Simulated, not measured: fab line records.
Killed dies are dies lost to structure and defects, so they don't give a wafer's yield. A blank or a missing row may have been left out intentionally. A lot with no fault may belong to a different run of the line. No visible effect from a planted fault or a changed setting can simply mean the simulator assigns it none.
Commonality check across tools || flow gf180mcu || Sampled: 14 lots, 51 wafers

== REASON IT WAS OPENED ==
3 of 14 lots carry a flag on the reading LVPWELL_TW at GF_LVPWELL_TW_MEAS_11. Wafers without a fault read 562.7, standard deviation 2.7.
Rule: a lot is flagged when every wafer of it that has a number lies more than 4 standard deviations from that mean, or none has a number. The other lots count as sound.

{"lot": "L887", "measured": "day 3 22:07", "on": "filmMetro-03", "LVPWELL_TW, wafer by wafer": "559.9 558.4 560.0", "flag": ""}
{"lot": "L888", "measured": "day 4 04:07", "on": "filmMetro-03", "LVPWELL_TW, wafer by wafer": "560.0 558.0 557.5", "flag": ""}
{"lot": "L890", "measured": "day 4 16:55", "on": "filmMetro-02", "LVPWELL_TW, wafer by wafer": "562.7 563.9 563.9", "flag": ""}
{"lot": "L893", "measured": "day 5 09:25", "on": "filmMetro-02", "LVPWELL_TW, wafer by wafer": "567.5 565.5 565.1", "flag": ""}
{"lot": "L894", "measured": "day 5 13:34", "on": "filmMetro-02", "LVPWELL_TW, wafer by wafer": "567.0 564.7 566.4", "flag": ""}
{"lot": "L895", "measured": "day 5 19:24", "on": "filmMetro-01", "LVPWELL_TW, wafer by wafer": "562.2 561.3 561.0", "flag": ""}
{"lot": "L896", "measured": "day 6 01:57", "on": "filmMetro-02", "LVPWELL_TW, wafer by wafer": "682.4 680.5 680.6 683.1 682.3 679.6", "flag": "FLAGGED"}
{"lot": "L897", "measured": "day 6 06:48", "on": "filmMetro-02", "LVPWELL_TW, wafer by wafer": "680.8 679.8 682.3 681.7 680.2 678.9", "flag": "FLAGGED"}
{"lot": "L898", "measured": "day 6 11:49", "on": "filmMetro-02", "LVPWELL_TW, wafer by wafer": "563.7 565.5 561.1", "flag": ""}
{"lot": "L899", "measured": "day 6 16:52", "on": "filmMetro-01", "LVPWELL_TW, wafer by wafer": "675.2 677.4 677.3 674.3 670.9 673.7", "flag": "FLAGGED"}
{"lot": "L900", "measured": "day 6 21:15", "on": "filmMetro-01", "LVPWELL_TW, wafer by wafer": "560.5 566.3 563.4", "flag": ""}
{"lot": "L907", "measured": "day 8 14:31", "on": "filmMetro-01", "LVPWELL_TW, wafer by wafer": "558.3 563.1 562.1", "flag": ""}
{"lot": "L908", "measured": "day 8 21:24", "on": "filmMetro-02", "LVPWELL_TW, wafer by wafer": "568.9 563.8 564.2", "flag": ""}
{"lot": "L909", "measured": "day 9 01:50", "on": "filmMetro-02", "LVPWELL_TW, wafer by wafer": "562.8 560.2 563.1", "flag": ""}
Average over the flagged lots: 678.9; offset from the usual +116.2, equal to +43 standard deviations.

== LOT BY LOT: THE TOOL USED ==
The record holds 1 process step before the reading, out of a route of 602 steps. Read each cell as the tool, then ch plus the chambers that the sampled wafers visited, then the start.
{"lot": "L887", "flag": "", "GF_LVPWELL_IMPLANT_08": "implanter-04 ch 0, day 3 21:44"}
{"lot": "L888", "flag": "", "GF_LVPWELL_IMPLANT_08": "implanter-03 ch 0, day 4 03:43"}
{"lot": "L890", "flag": "", "GF_LVPWELL_IMPLANT_08": "implanter-04 ch 0, day 4 16:31"}
{"lot": "L893", "flag": "", "GF_LVPWELL_IMPLANT_08": "implanter-03 ch 0, day 5 09:01"}
{"lot": "L894", "flag": "", "GF_LVPWELL_IMPLANT_08": "implanter-02 ch 0, day 5 13:10"}
{"lot": "L895", "flag": "", "GF_LVPWELL_IMPLANT_08": "implanter-03 ch 0, day 5 19:02"}
{"lot": "L896", "flag": "FLAGGED", "GF_LVPWELL_IMPLANT_08": "implanter-04 ch 0, day 6 01:14"}
{"lot": "L897", "flag": "FLAGGED", "GF_LVPWELL_IMPLANT_08": "implanter-02 ch 0, day 6 06:07"}
{"lot": "L898", "flag": "", "GF_LVPWELL_IMPLANT_08": "implanter-04 ch 0, day 6 11:28"}
{"lot": "L899", "flag": "FLAGGED", "GF_LVPWELL_IMPLANT_08": "implanter-02 ch 0, day 6 15:53"}
{"lot": "L900", "flag": "", "GF_LVPWELL_IMPLANT_08": "implanter-02 ch 0, day 6 20:52"}
{"lot": "L907", "flag": "", "GF_LVPWELL_IMPLANT_08": "implanter-03 ch 0, day 8 14:08"}
{"lot": "L908", "flag": "", "GF_LVPWELL_IMPLANT_08": "implanter-04 ch 0, day 8 21:01"}
{"lot": "L909", "flag": "", "GF_LVPWELL_IMPLANT_08": "implanter-02 ch 0, day 9 01:26"}
What the steps here do:
- GF_LVPWELL_IMPLANT_08
- GF_LVPWELL_TW_MEAS_11

== FLAGGED OVER TOTAL, TOOL BY TOOL (the gauges that took the reading come last) ==
{"step": "GF_LVPWELL_IMPLANT_08", "tool": "implanter-02", "lots run": 5, "flagged": 2, "share of the flagged lots": "some", "sound lots run after its first flagged lot": "2 (L900,L909)"}
{"step": "GF_LVPWELL_IMPLANT_08", "tool": "implanter-03", "lots run": 4, "flagged": 0, "share of the flagged lots": "none", "sound lots run after its first flagged lot": "-"}
{"step": "GF_LVPWELL_IMPLANT_08", "tool": "implanter-04", "lots run": 5, "flagged": 1, "share of the flagged lots": "some", "sound lots run after its first flagged lot": "2 (L898,L908)"}
{"step": "GF_LVPWELL_TW_MEAS_11", "tool": "filmMetro-01", "lots run": 4, "flagged": 1, "share of the flagged lots": "some", "sound lots run after its first flagged lot": "2 (L900,L907)"}
{"step": "GF_LVPWELL_TW_MEAS_11", "tool": "filmMetro-02", "lots run": 8, "flagged": 2, "share of the flagged lots": "some", "sound lots run after its first flagged lot": "3 (L898,L908,L909)"}
{"step": "GF_LVPWELL_TW_MEAS_11", "tool": "filmMetro-03", "lots run": 2, "flagged": 0, "share of the flagged lots": "none", "sound lots run after its first flagged lot": "-"}

== WHAT THE TABLE ALLOWS ==
No row of the table ran every flagged lot.

== WHAT THE SIMULATOR HAD PUT IN ==
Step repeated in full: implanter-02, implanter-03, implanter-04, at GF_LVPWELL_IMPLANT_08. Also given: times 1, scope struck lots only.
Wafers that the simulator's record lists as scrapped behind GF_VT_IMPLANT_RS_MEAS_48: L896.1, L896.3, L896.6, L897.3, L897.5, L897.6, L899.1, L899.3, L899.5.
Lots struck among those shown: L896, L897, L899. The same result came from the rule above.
